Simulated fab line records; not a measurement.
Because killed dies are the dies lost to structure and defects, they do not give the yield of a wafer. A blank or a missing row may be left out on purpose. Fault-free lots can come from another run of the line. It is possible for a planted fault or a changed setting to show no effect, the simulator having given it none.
Struck lot and sound lot, side by side || flow gf180mcu || 43 out of 602 route steps
Sound: the wafers L547.1, L547.3, L547.5. Struck: wafer L557.3 (left out: L557.1, L557.5 of the same lot, which were not struck); the cause appears at the end.
Order at every step that has rows: each side's tool, ch and its chambers, its first start. Under that, the readings that differ: sound wafers || struck wafers || difference of the means || sigmas: that difference in standard deviations of wafers without a fault.
alike: a reading whose means differ by less than 2 such deviations, as well as words and numbers matching on both sides. not compared: withheld readings; readings where some wafer has no value; bounds like >300 that might hide an equal value; numbers whose values overlap and for which the record gives no deviation.
The two part at a step that has a row with sigmas, a row that says differs or no value, or rows on one side only. Non-overlapping numbers with no deviation appear without sigmas and do not part them. A reading missing from all wafers of one side parts the sides only when that side holds two or more wafers.

GF_V4_STRIP_18: strips in O2/N2.
  sound on plasma asher-04 ch 1, day 25 23:08; struck on plasma asher-03 ch 1, day 29 04:20
{"reading": "heater power w (W)", "sound": "288 288 292", "struck": 377, "difference": "+88", "sigmas": "+3"}
  alike: drypump motor current A, oes product au
  not compared: rf hours counter h
then, 4 steps without rows for these wafers: GF_V4_STRIP_19 (strips in post etch residue remover, time 1200 s); GF_V4_CLEAN_20 (cleans in DIW); GF_V4_SPUTTER_21 (material Ti, target thk 15 nm, time 80.02 s); GF_V4_SPUTTER_22 (material TiN, target thk 10 nm, time 40 s).
GF_V4_CVD_23: deposits W, target thk 350 nm, time 104.9 s.
  sound on cvd w-02 ch 0,1, day 25 23:46; struck on cvd w-01 ch 0, day 29 04:58
{"reading": "heater power w (W)", "sound": "836 779 837", "struck": 917, "difference": "+100", "sigmas": "+2"}
GF_V4_RS_MEAS_24: uses a four-point probe to measure.
  sound on film metro-02 at day 25 23:56; struck on film metro-01 at day 29 05:05
  alike: V4_W_RS
GF_V4_THK_MEAS_25: measures by xrf.
  sound on film metro-02 at day 26 00:03; struck on film metro-01 at day 29 05:12
  alike: V4_W_THK
GF_V4_CMP_26: polishes, stops on SiO2, t overpolish 15 s, target thk 0 nm.
  sound on cmp-02 ch 0,1,2, day 26 00:13; struck on cmp-01 ch 2, day 29 05:16
  alike: motor current A, overpolish run s, slurry filter dp kPa, time to endpoint s
then, 3 steps without rows for these wafers: GF_MIM_SPUTTER_00 (material Ti, target thk 37.5 nm, time 150 s); GF_MIM_SPUTTER_01 (material TiN, target thk 30 nm, time 25 s); GF_MIM_SPUTTER_02 (material AlCu, target thk 450 nm, time 23.9 s).
GF_MIM_SPUTTER_03: material Ti, target thk 10 nm, time 6.7 s.
  sound on pvd sputter-03 at day 26 00:34; struck on pvd sputter-02 at day 29 05:43
  alike: throttle valve pct
GF_MIM_SPUTTER_04: material TiN, target thk 50 nm, time 41.7 s.
  sound on pvd sputter-03 at day 26 00:35; struck on pvd sputter-02 at day 29 05:44
  alike: throttle valve pct
then, 1 step without rows for these wafers: GF_MIM_CVD_05 (deposits Si3N4, target thk 42 nm, time 29.086 s).
GF_MIM_THK_MEAS_06:
  sound on film metro-02 at day 26 00:40; struck on film metro-04 at day 29 05:49
  alike: MIM_CVD_05_THK
then, 1 step without rows for these wafers: GF_MIM_SPUTTER_07 (material TiN, target thk 60 nm, time 50 s).
GF_MIM_SPUTTER_08: material AlCu, target thk 200 nm, time 10.6 s.
  sound on pvd sputter-01 at day 26 00:46; struck on pvd sputter-02 at day 29 05:55
  alike: throttle valve pct
then, 1 step without rows for these wafers: GF_MIM_SPUTTER_09 (material TiN, target thk 35 nm, time 29.2 s).
GF_MIM_RS_MEAS_10: uses a four-point probe to measure.
  sound on film metro-01 at day 26 00:50; struck on film metro-02 at day 29 06:01
  alike: MIM_ALCU_RS
GF_MIM_THK_MEAS_11: measures by xrf.
  sound on film metro-01 at day 26 00:57; struck on film metro-02 at day 29 06:08
  alike: MIM_ALCU_THK
then, 18 steps without rows for these wafers: GF_MIM_DEHYDRATE_12 (time 60 s); GF_MIM_HMDS_13 (prime time 60 s); GF_MIM_COAT_14 (resist thk 1000 nm); GF_MIM_SOFTBAKE_15 (time 60 s); GF_MIM_EXPOSE_16 (exposes mask FuseTop, target cd 2000 nm); GF_MIM_PEB_17; GF_MIM_DEVELOP_18 (develop time 60 s); GF_MIM_METAL_ETCH_19 (etches the open film in Cl2/BCl3, stops on Si3N4, target depth 324.5 nm, time 54.1 s); GF_MIM_STRIP_20 (strips in O2/N2); GF_MIM_STRIP_21 (strips in post etch residue remover, time 1200 s); GF_MIM_CLEAN_22 (cleans in DIW); GF_M5_DEHYDRATE_00 (time 60 s); GF_M5_HMDS_01 (prime time 60 s); GF_M5_COAT_02 (resist thk 1000 nm); GF_M5_SOFTBAKE_03 (time 60 s); GF_M5_EXPOSE_04 (exposes mask Metal5, target cd 280 nm); GF_M5_PEB_05 (peb time 90 s); GF_M5_DEVELOP_06 (develop time 60 s).
GF_M5_CD_MEAS_07: target cd 280 nm.
  sound on cd sem-02 at day 27 17:56; struck on cd sem-01 at day 30 19:02
  alike: cd nm
GF_M5_OVL_MEAS_08:
  sound on overlay-01 at day 27 18:03; struck on overlay-01 at day 30 19:09
  alike: M5_OVL
then, 1 step without rows for these wafers: GF_M5_ETCH_09 (etches Si3N4 in CF4/O2, target depth 52 nm, time 11.6 s).
-- the record jumps here: 2 days lie between the struck wafers' starts before and after (it left off in module M5 and takes up again in module PASSIVATION, whose first step shown is number 602 of the route) --
GF_PASSIVATION_PROBE_99:
  the record has rows for the struck wafers here (prober-02, day 33 03:04) and none for the sound ones

## WHERE THEY PART
First at GF_V4_STRIP_18; last, within this record, at GF_PASSIVATION_PROBE_99.

WHY: the cause the simulator had injected
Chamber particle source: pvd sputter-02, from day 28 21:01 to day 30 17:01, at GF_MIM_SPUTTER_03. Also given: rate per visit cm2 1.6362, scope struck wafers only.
